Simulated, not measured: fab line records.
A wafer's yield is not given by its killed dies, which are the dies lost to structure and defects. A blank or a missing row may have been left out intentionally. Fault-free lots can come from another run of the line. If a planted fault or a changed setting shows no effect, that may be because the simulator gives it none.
fab line records	flow sfq_line
record: lots: 7	wafers: 21	last_day: 81
route steps=325 shown I2@107 M3@118
lots with no fault: from the same line, run without faults
start_h: hours from the record's opening day to when the first of the lot's shown wafers began	wait_h: hours from the lot's prior step to this one	" as in the row above	L1.1+2: a row that stands for several wafers	- no value present, or no start provided	* or withheld: withheld	< > ~ a bound
route shown NAME@n: NAME is a module with steps in the file, n the number in the route of the first one	usual: the fault-free wafers' mean and standard deviation	same: alike in all rows	chamber/n: place in a boat	sites: readings site by site	_std_site: how widely they spread, as a standard deviation	_edge_site: the outer-site mean with the inner-site mean subtracted	radius_mm: how far each site lies from the wafer's centre	mask NAME#n: copy n	behind: the tool/chamber that last shaped the wafer	hold: the reason the lot was held/the length of the hold in hours/how it ended	device: transistor that didn't switch, given as n, p or np	end of line: tests of these same wafers at the route's end	a step without rows: its recipe alone	killed: at the first sort, the dies lost to defects and structure; wafer yield is something else	map: a wafer's dies, marking killed ones x, the rest . and places with no die _
set.NAME: the setting as run; set.NAME@STEP: as run at that earlier step	model.NAME: the simulator's own value behind a step, which no gauge read
certain route steps with their lots: each step a table, each wafer a row
services: a tool's chamber out of use, with start hour (start_h, from the record's first day; less than 0 if before it), hours out, and reason
== steps ==
step: SFQ_TRILAYER_I2_VIA_LITHO_COAT_072
recipe: resist: BARC	spin_rpm: 3000	resist_thk_nm: 62
step: SFQ_TRILAYER_I2_VIA_LITHO_COAT_067
recipe: resist: KrF	spin_rpm: 3000	resist_thk_nm: 650
step: SFQ_TRILAYER_I2_VIA_LITHO_SOFTBAKE_071
recipe: temp_c: withheld	time_s: withheld	resist: KrF
step: SFQ_TRILAYER_I2_VIA_LITHO_EXPOSE_068
recipe: mask_id: I2	na: 0.6	source_shape: conventional	sigma_outer: 0.65	target_cd_nm: 500	dose_mj: 21.3
step: SFQ_TRILAYER_I2_VIA_LITHO_PEB_070
recipe: peb_temp_c: 115	peb_time_s: 60	resist: KrF
step: SFQ_TRILAYER_I2_VIA_LITHO_DEVELOP_069
recipe: time_s: 60	resist: KrF
step: SFQ_I2_OVL_MEAS_918
usual: I2_OVL: -3/6.3
lot.wafer	tool	chamber	start_h	wait_h	I2_OVL[nm]
L776.1	overlay-01	-	627.28	0.1	2
L776.2	"	-	"	"	3
L776.3	"	-	"	"	-2
L782.1	overlay-02	-	702.78	0.1	-5
L782.3	"	-	"	"	-6
L782.4	"	-	"	"	-8
L783.1	overlay-02	-	705.18	0.1	-11
L783.2	"	-	"	"	-8
L783.3	"	-	"	"	-7
L786.3	overlay-01	-	722.74	0.1	-4
L786.5	"	-	"	"	-8
L786.6	"	-	"	"	3
L788.2	overlay-02	-	737.13	0.1	-3
L788.4	"	-	"	"	-2
L788.6	"	-	"	"	0
L789.1	overlay-02	-	749.13	0.1	-5
L789.3	"	-	"	"	-8
L789.5	"	-	"	"	-3
L792.2	overlay-01	-	766.68	0.1	1
L792.3	"	-	"	"	-1
L792.4	"	-	"	"	4
step: SFQ_TRILAYER_I2_VIA_BARC_OPEN_VIA_ETCH_096
recipe: mask_material: PR	chemistry: O2	target_depth_nm: 125	target: BARC	source_w: 500	bias_w: 80	pressure_mtorr: 30	time_s: 41.7
usual: drypump_motor_current_A: 5.7/0.3	oes_product_au: 0.686/0.0046	rf_fwd_power_W: 494.6/2.1
lot.wafer	tool	chamber	start_h	wait_h	drypump_motor_current_A	oes_product_au	rf_fwd_power_W	rf_hours_counter_h
L776.1	rie_diel-02	3	627.31	0.0	5.4	0.686	495.1	5
L776.2	"	1	"	"	5.7	0.681	496.2	5
L776.3	"	2	"	"	5.0	0.684	495.5	5
L782.1	rie_diel-04	1	702.81	0.0	5.4	0.690	494.1	42
L782.3	"	2	"	"	5.8	0.694	491.4	5
L782.4	"	0	"	"	5.7	0.672	496.9	-
L783.1	rie_diel-01	3	705.21	0.0	5.9	0.683	494.0	7
L783.2	"	2	"	"	5.8	0.686	497.6	11
L783.3	"	3	"	"	5.9	0.690	493.2	-
L786.3	rie_diel-02	3	722.76	0.0	5.4	0.686	495.2	7
L786.5	"	3	"	"	5.4	0.696	495.7	-
L786.6	"	0	"	"	5.5	0.687	493.7	-
L788.2	rie_diel-02	0	737.16	0.0	5.5	0.683	492.3	3
L788.4	"	1	"	"	5.7	0.683	494.9	-
L788.6	"	3	"	"	5.4	0.691	495.5	-
L789.1	rie_diel-02	1	749.16	0.0	5.7	0.682	497.7	7
L789.3	"	3	"	"	5.4	0.684	494.5	8
L789.5	"	0	"	"	5.5	0.678	494.4	-
L792.2	rie_diel-01	3	766.71	0.0	5.9	0.691	496.8	9
L792.3	"	0	"	"	6.1	0.682	495.5	8
L792.4	"	3	"	"	5.9	0.686	494.1	-
step: SFQ_TRILAYER_I2_VIA_ETCH_VIA_ETCH_070
recipe: target: SiO2	stop_on: Nb	mask_material: PR	taper_deg: 20	chemistry: CHF3	target_depth_nm: 260	source_w: 500	bias_w: 78.43	pressure_mtorr: 30	time_s: withheld
usual: drypump_motor_current_A: 5.7/0.3	oes_product_au: 0.854/0.0048	rf_fwd_power_W: 498.2/1.6
lot.wafer	tool	chamber	start_h	wait_h	drypump_motor_current_A	oes_product_au	rf_fwd_power_W
L776.1	rie_diel-02	3	627.35	0.0	5.4	0.855	497.7
L776.2	"	1	"	"	5.7	0.856	499.7
L776.3	"	2	"	"	4.9	0.853	497.5
L782.1	rie_diel-04	1	702.85	0.0	5.4	0.859	498.3
L782.3	"	2	"	"	5.8	0.861	499.5
L782.4	"	0	"	"	5.7	0.843	499.1
L783.1	rie_diel-01	3	705.27	0.0	5.9	0.853	500.3
L783.2	"	2	"	"	5.8	0.854	497.4
L783.3	"	3	"	"	5.9	0.849	500.1
L786.3	rie_diel-02	3	722.80	0.0	5.4	0.855	498.7
L786.5	"	3	"	"	5.4	0.851	499.4
L786.6	"	0	"	"	5.5	0.865	497.6
L788.2	rie_diel-02	0	737.20	0.0	5.4	0.860	498.4
L788.4	"	1	"	"	5.7	0.845	499.0
L788.6	"	3	"	"	5.4	0.852	497.0
L789.1	rie_diel-02	1	749.20	0.0	5.7	0.860	495.7
L789.3	"	3	"	"	5.4	0.859	497.8
L789.5	"	0	"	"	5.5	0.855	495.5
L792.2	rie_diel-01	3	766.75	0.0	6.0	0.860	497.8
L792.3	"	0	"	"	6.1	0.860	500.1
L792.4	"	3	"	"	5.9	0.853	497.9
step: SFQ_TRILAYER_I2_VIA_STRIP_STRIP_071
recipe: gas: O2	power_w: 200	platen_temp_c: 40	overash_fraction: 0.65	chemistry: O2	pressure_mtorr: 50
usual: drypump_motor_current_A: 5.42/0.27	oes_product_au: 1.002/0.0073	platen_temp_c: 40.00/0.11
lot.wafer	tool	chamber	start_h	wait_h	drypump_motor_current_A	oes_product_au	platen_temp_c	rf_hours_counter_h
L776.1	rie_metal-01	1	627.47	-	5.46	0.987	40.10	23
L776.2	"	0	"	"	5.91	0.993	40.14	56
L776.3	"	1	"	"	5.47	0.994	40.04	-
L782.1	rie_metal-01	0	702.97	-	5.91	1.007	40.16	71
L782.3	"	0	"	"	5.92	1.005	39.97	-
L782.4	"	1	"	"	5.46	0.988	40.26	-
L783.1	rie_metal-01	1	705.44	-	5.45	1.009	40.09	39
L783.2	"	0	"	"	5.89	0.993	39.94	71
L783.3	"	1	"	"	5.47	1.012	40.13	-
L786.3	rie_metal-02	1	723.32	-	5.40	0.997	40.11	-
L786.5	"	1	"	"	5.37	0.997	39.85	-
L786.6	"	1	"	"	5.41	0.999	40.14	-
L788.2	rie_metal-01	1	737.32	-	5.47	1.007	40.09	44
L788.4	"	1	"	"	5.46	1.011	40.01	-
L788.6	"	1	"	"	5.46	1.007	40.14	-
L789.1	rie_metal-03	0	749.32	-	5.52	1.009	40.02	51
L789.3	"	0	"	"	5.51	0.999	39.92	-
L789.5	"	0	"	"	5.50	1.006	39.95	-
L792.2	rie_metal-03	0	766.87	-	5.52	0.995	40.00	53
L792.3	"	0	"	"	5.53	0.995	40.06	-
L792.4	"	1	"	"	5.29	0.996	39.99	-
step: SFQ_TRILAYER_I2_VIA_STRIP_SOLV_CLEAN_072
recipe: chemistry: NMP	temp_c: 70	time_s: 600
step: SFQ_TRILAYER_M3_DEP_PRE_CLEAN_074
recipe: gas: Ar	time_s: 22.5	bias_v: 250
step: SFQ_TRILAYER_M3_DEP_SPUTTER_073
recipe: material: Nb	base_pressure_pa: 1.33e-06	chamber_pressure_pa: 0.1333	substrate_temp_c: 20	resputter_cathode_voltage_v: 400	target_thk_nm: 200	power_w: 2000	time_s: 133.3
usual: substrate_temp_c: 20.01/0.097	throttle_valve_pct: 30.6/0.97
lot.wafer	tool	chamber	start_h	wait_h	substrate_temp_c	throttle_valve_pct
L776.1	pvd_sputter-04	-	628.27	0.0	19.99	33.1
L776.2	"	-	"	"	20.09	29.9
L776.3	"	-	"	"	20.06	30.5
L782.1	pvd_sputter-03	-	703.79	0.0	20.15	30.7
L782.3	"	-	"	"	20.11	31.5
L782.4	"	-	"	"	19.93	29.8
L783.1	pvd_sputter-05	-	706.26	0.0	19.89	31.5
L783.2	"	-	"	"	19.98	30.0
L783.3	"	-	"	"	19.94	30.2
L786.3	pvd_sputter-04	-	724.34	0.0	20.20	30.5
L786.5	"	-	"	"	20.01	33.1
L786.6	"	-	"	"	20.10	29.7
L786.3	pvd_sputter-04	-	724.60	0.2	20.03	30.3
L786.5	"	-	"	"	19.88	32.9
L786.6	"	-	"	"	20.08	29.6
L788.2	pvd_sputter-05	-	738.12	0.0	19.85	30.0
L788.4	"	-	"	"	20.02	30.1
L788.6	"	-	"	"	19.92	31.7
L788.2	pvd_sputter-05	-	738.38	0.2	20.30	29.8
L788.4	"	-	"	"	19.94	30.2
L788.6	"	-	"	"	19.91	31.5
L789.1	pvd_sputter-04	-	750.12	0.0	19.94	30.0
L789.3	"	-	"	"	19.98	33.2
L789.5	"	-	"	"	19.98	33.2
L792.2	pvd_sputter-03	-	767.67	0.0	19.91	30.2
L792.3	"	-	"	"	19.93	30.6
L792.4	"	-	"	"	19.88	31.7
L792.2	pvd_sputter-03	-	767.93	0.2	19.94	30.5
L792.3	"	-	"	"	20.05	30.9
L792.4	"	-	"	"	19.77	31.5
step: SFQ_M3_RS_MEAS_919
recipe: thk_meas_gauge: four-point-probe	reads: Nb_of_TRILAYER_M3_DEP_SPUTTER_073
usual: M3_NB_RS: 0.894/0.0098
lot.wafer	tool	chamber	start_h	wait_h	M3_NB_RS[ohm/sq]
L776.1	film_metro-04	-	628.36	0.0	0.913
L776.2	"	-	"	"	0.908
L776.3	"	-	"	"	0.911
L782.1	film_metro-04	-	703.88	0.0	0.893
L782.3	"	-	"	"	0.890
L782.4	"	-	"	"	0.888
L783.1	film_metro-04	-	706.35	0.0	0.888
L783.2	"	-	"	"	0.899
L783.3	"	-	"	"	0.890
L786.3	film_metro-03	-	724.73	0.1	0.448
L786.5	"	-	"	"	0.448
L786.6	"	-	"	"	0.447
L788.2	film_metro-03	-	738.49	0.1	0.441
L788.4	"	-	"	"	0.443
L788.6	"	-	"	"	0.441
L789.1	film_metro-04	-	750.21	0.0	0.892
L789.3	"	-	"	"	0.887
L789.5	"	-	"	"	0.889
L792.2	film_metro-03	-	768.04	0.1	0.436
L792.3	"	-	"	"	0.439
L792.4	"	-	"	"	0.438
step: SFQ_TRILAYER_M3_LITHO_COAT_080
recipe: resist: BARC	spin_rpm: 3000	resist_thk_nm: 62
step: SFQ_TRILAYER_M3_LITHO_COAT_075
recipe: resist: KrF	spin_rpm: 3000	resist_thk_nm: 600
step: SFQ_TRILAYER_M3_LITHO_SOFTBAKE_079
recipe: temp_c: withheld	time_s: withheld	resist: KrF
step: SFQ_TRILAYER_M3_LITHO_EXPOSE_076
recipe: mask_id: M3	na: 0.6	source_shape: conventional	sigma_outer: 0.65	target_cd_nm: 500	dose_mj: 14.4
step: SFQ_TRILAYER_M3_LITHO_PEB_078
recipe: peb_temp_c: 114.6	peb_time_s: 60	resist: KrF
step: SFQ_TRILAYER_M3_LITHO_DEVELOP_077
recipe: time_s: 60	resist: KrF
step: SFQ_M3_OVL_MEAS_921
usual: M3_OVL: 3/4.9
lot.wafer	tool	chamber	start_h	wait_h	M3_OVL[nm]
L776.1	overlay-01	-	674.60	0.1	9
L776.2	"	-	"	"	2
L776.3	"	-	"	"	6
L782.1	overlay-02	-	754.65	0.1	3
L782.3	"	-	"	"	1
L782.4	"	-	"	"	1
L783.1	overlay-02	-	758.25	0.1	7
L783.2	"	-	"	"	5
L783.3	"	-	"	"	5
L786.3	overlay-01	-	780.41	0.1	3
L786.5	"	-	"	"	0
L786.6	"	-	"	"	4
L788.2	overlay-01	-	798.41	0.1	3
L788.4	"	-	"	"	4
L788.6	"	-	"	"	3
L789.1	overlay-02	-	811.60	0.1	14
L789.3	"	-	"	"	12
L789.5	"	-	"	"	9
L792.2	overlay-02	-	826.01	0.1	-3
L792.3	"	-	"	"	-7
L792.4	"	-	"	"	-2
step: SFQ_TRILAYER_M3_BARC_OPEN_METAL_ETCH_100
recipe: mask_material: PR	chemistry: O2	target_depth_nm: 125	target: BARC	icp_w: 600	bias_w: 80	pressure_mtorr: 10	time_s: 41.7
usual: drypump_motor_current_A: 5.6/0.43	oes_product_au: 0.685/0.005	rf_fwd_power_W: 594.0/2.2
lot.wafer	tool	chamber	start_h	wait_h	drypump_motor_current_A	oes_product_au	rf_fwd_power_W	rf_hours_counter_h
L776.1	rie_metal-04	0	674.64	0.0	6.1	0.683	596.7	113
L776.2	"	1	"	"	5.7	0.683	593.2	78
L776.3	"	1	"	"	5.7	0.682	594.9	-
L782.1	rie_metal-04	1	754.69	0.0	5.6	0.681	596.0	94
L782.3	"	1	"	"	5.7	0.692	595.1	-
L782.4	"	0	"	"	6.1	0.682	591.7	-
L783.1	rie_metal-02	1	758.29	0.0	5.4	0.686	597.6	76
L783.2	"	0	"	"	4.7	0.689	594.5	85
L783.3	"	1	"	"	5.4	0.689	597.0	-
L786.3	rie_metal-04	1	780.46	0.0	5.7	0.698	588.5	-
L786.5	"	1	"	"	5.7	0.691	590.7	-
L786.6	"	0	"	"	6.1	0.689	593.5	-
L788.2	rie_metal-04	1	798.44	0.0	5.6	0.687	592.1	103
L788.4	"	1	"	"	5.6	0.682	592.3	-
L788.6	"	1	"	"	5.6	0.692	591.2	-
L789.1	rie_metal-02	0	811.64	0.0	4.7	0.687	594.0	95
L789.3	"	1	"	"	5.4	0.687	598.0	-
L789.5	"	1	"	"	5.4	0.679	596.4	-
L792.2	rie_metal-02	0	826.04	0.0	4.7	0.698	596.1	98
L792.3	"	0	"	"	4.7	0.701	594.3	-
L792.4	"	1	"	"	5.4	0.684	595.3	-
step: SFQ_TRILAYER_M3_ETCH_METAL_ETCH_078
recipe: target: Nb	stop_on: SiO2	mask_material: PR	chemistry: Cl2/Ar	target_depth_nm: 240	icp_w: 600	bias_w: 80	pressure_mtorr: 10	time_s: 120
usual: drypump_motor_current_A: 5.6/0.43	oes_product_au: 0.892/0.0072	rf_fwd_power_W: 596.9/1.9
lot.wafer	tool	chamber	start_h	wait_h	drypump_motor_current_A	oes_product_au	rf_fwd_power_W	rf_hours_counter_h	model.etch.depth_nm	model.M3.feature_depth_nm
L776.1	rie_metal-04	0	674.70	0.0	6.1	0.885	599.3	113	195.1	195.1
L776.2	"	1	"	"	5.6	0.888	597.2	78	196.1	196.1
L776.3	"	1	"	"	5.6	0.890	599.2	-	195.9	195.9
L782.1	rie_metal-04	1	754.75	0.0	5.6	0.894	596.0	94	199.2	199.2
L782.3	"	1	"	"	5.6	0.895	595.0	-	200.2	200.2
L782.4	"	0	"	"	6.1	0.893	592.7	-	200.7	200.7
L783.1	rie_metal-02	1	758.35	0.0	5.4	0.895	594.6	76	200.5	200.5
L783.2	"	0	"	"	4.7	0.893	596.4	85	198.4	198.4
L783.3	"	1	"	"	5.4	0.893	597.6	-	200.1	200.1
L786.3	rie_metal-04	1	780.54	0.1	5.7	0.999	594.8	-	240.8	240.8
L786.5	"	1	"	"	5.7	1.002	595.2	-	242	242
L786.6	"	0	"	"	6.1	1.002	596.3	-	242.6	242.6
L788.2	rie_metal-04	1	798.50	0.0	5.7	1.013	595.7	103	244.5	244.5
L788.4	"	1	"	"	5.6	1.008	597.7	-	241.7	241.7
L788.6	"	1	"	"	5.6	1.001	597.9	-	241.7	241.7
L789.1	rie_metal-02	0	811.70	0.0	4.7	0.899	595.1	95	199.7	199.7
L789.3	"	1	"	"	5.4	0.896	599.9	-	200.9	200.9
L789.5	"	1	"	"	5.4	0.903	598.3	-	200.3	200.3
L792.2	rie_metal-02	0	826.10	0.0	4.7	0.999	596.2	98	240.9	240.9
L792.3	"	0	"	"	4.7	0.996	593.9	-	240.3	240.3
L792.4	"	1	"	"	5.4	1.008	598.6	-	240.6	240.6
step: SFQ_TRILAYER_M3_STRIP_STRIP_079
recipe: gas: O2	power_w: 200	platen_temp_c: 40	overash_fraction: 0.65	chemistry: O2	pressure_mtorr: 50
usual: drypump_motor_current_A: 5.6/0.43	oes_product_au: 1.003/0.007	platen_temp_c: 39.99/0.1
lot.wafer	tool	chamber	start_h	wait_h	drypump_motor_current_A	oes_product_au	platen_temp_c	rf_hours_counter_h
L776.1	rie_metal-04	0	674.82	0.1	6.1	1.013	40.12	113
L776.2	"	1	"	"	5.7	1.005	39.98	78
L776.3	"	1	"	"	5.7	1.001	39.91	-
L782.1	rie_metal-04	1	754.87	0.1	5.6	1.001	40.10	95
L782.3	"	1	"	"	5.7	0.997	40.12	-
L782.4	"	0	"	"	6.1	1.000	39.73	-
L783.1	rie_metal-02	1	758.47	0.1	5.4	1.002	39.96	76
L783.2	"	0	"	"	4.7	1.003	39.99	85
L783.3	"	1	"	"	5.4	0.997	40.13	-
L786.3	rie_metal-04	1	780.82	0.2	5.6	1.009	40.18	-
L786.5	"	1	"	"	5.7	1.001	40.08	-
L786.6	"	0	"	"	6.1	1.008	39.89	-
L788.2	rie_metal-04	1	798.62	0.1	5.7	0.997	40.06	103
L788.4	"	1	"	"	5.7	1.010	39.80	-
L788.6	"	1	"	"	5.7	1.008	39.92	-
L789.1	rie_metal-02	0	811.82	0.1	4.7	1.002	39.90	95
L789.3	"	1	"	"	5.4	0.995	40.10	-
L789.5	"	1	"	"	5.4	0.997	40.01	-
L792.2	rie_metal-02	0	826.22	0.1	4.7	1.011	40.01	98
L792.3	"	0	"	"	4.7	1.017	39.93	-
L792.4	"	1	"	"	5.4	1.004	40.04	-
== services ==
tool	chamber	start_h	hours	kind
rie_diel-04	3	604.18	4.4	repair
rie_metal-01	1	622.33	3.8	repair
rie_diel-01	1	650.83	5.8	repair
rie_diel-01	2	657.02	6.9	repair
rie_diel-04	0	666.08	13.0	repair
rie_diel-04	3	688.48	-	clean
rie_diel-04	3	688.48	19.4	scheduled_down
rie_diel-01	1	699.70	5.6	repair
rie_diel-01	0	703.17	5.2	repair
rie_diel-04	-	704.53	1.1	repair
rie_diel-01	1	706.42	7.3	repair
rie_metal-01	-	709.48	1.7	repair
rie_metal-02	-	713.91	0.3	repair
rie_metal-02	0	716.19	27.8	repair
pvd_sputter-03	-	721.18	3.6	repair
rie_diel-02	2	733.17	52.4	repair
rie_diel-01	1	758.24	20.0	repair
pvd_sputter-04	1	769.87	-	consumable_replace:kit
pvd_sputter-04	1	769.87	18.0	scheduled_down
pvd_sputter-04	1	769.87	18.0	vent_cycle
rie_diel-01	-	773.64	2.8	pm
rie_diel-01	2	794.71	9.1	repair
rie_diel-01	0	801.47	7.2	repair
rie_metal-01	-	811.57	1.6	repair
== key ==
first_sign: step: SFQ_TRILAYER_M3_DEP_SPUTTER_073	reading: visit	direction: added
effect: step: SFQ_M3_RS_MEAS_919	reading: M3_NB_RS	direction: down	sigmas: 46	usual: 0.894	struck: 0.442
effect: step: SFQ_TRILAYER_M3_ETCH_METAL_ETCH_078	reading: oes_product_au	direction: up	sigmas: 15	usual: 0.892	struck: 1.003
model_effect: step: SFQ_TRILAYER_M3_ETCH_METAL_ETCH_078	value: etch.depth_nm	without: 199.8	struck: 241.7
met_at SFQ_TRILAYER_M3_DEP_SPUTTER_073
struck_wafers L786.3,L786.5,L786.6,L788.2,L788.4,L788.6,L792.2,L792.3,L792.4
fault: kind: repeated_step_whole	tool: pvd_sputter-03,pvd_sputter-04,pvd_sputter-05	chamber: -	onset_h: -	steps: SFQ_TRILAYER_M3_DEP_SPUTTER_073	times: 1	scope: struck_lots_only
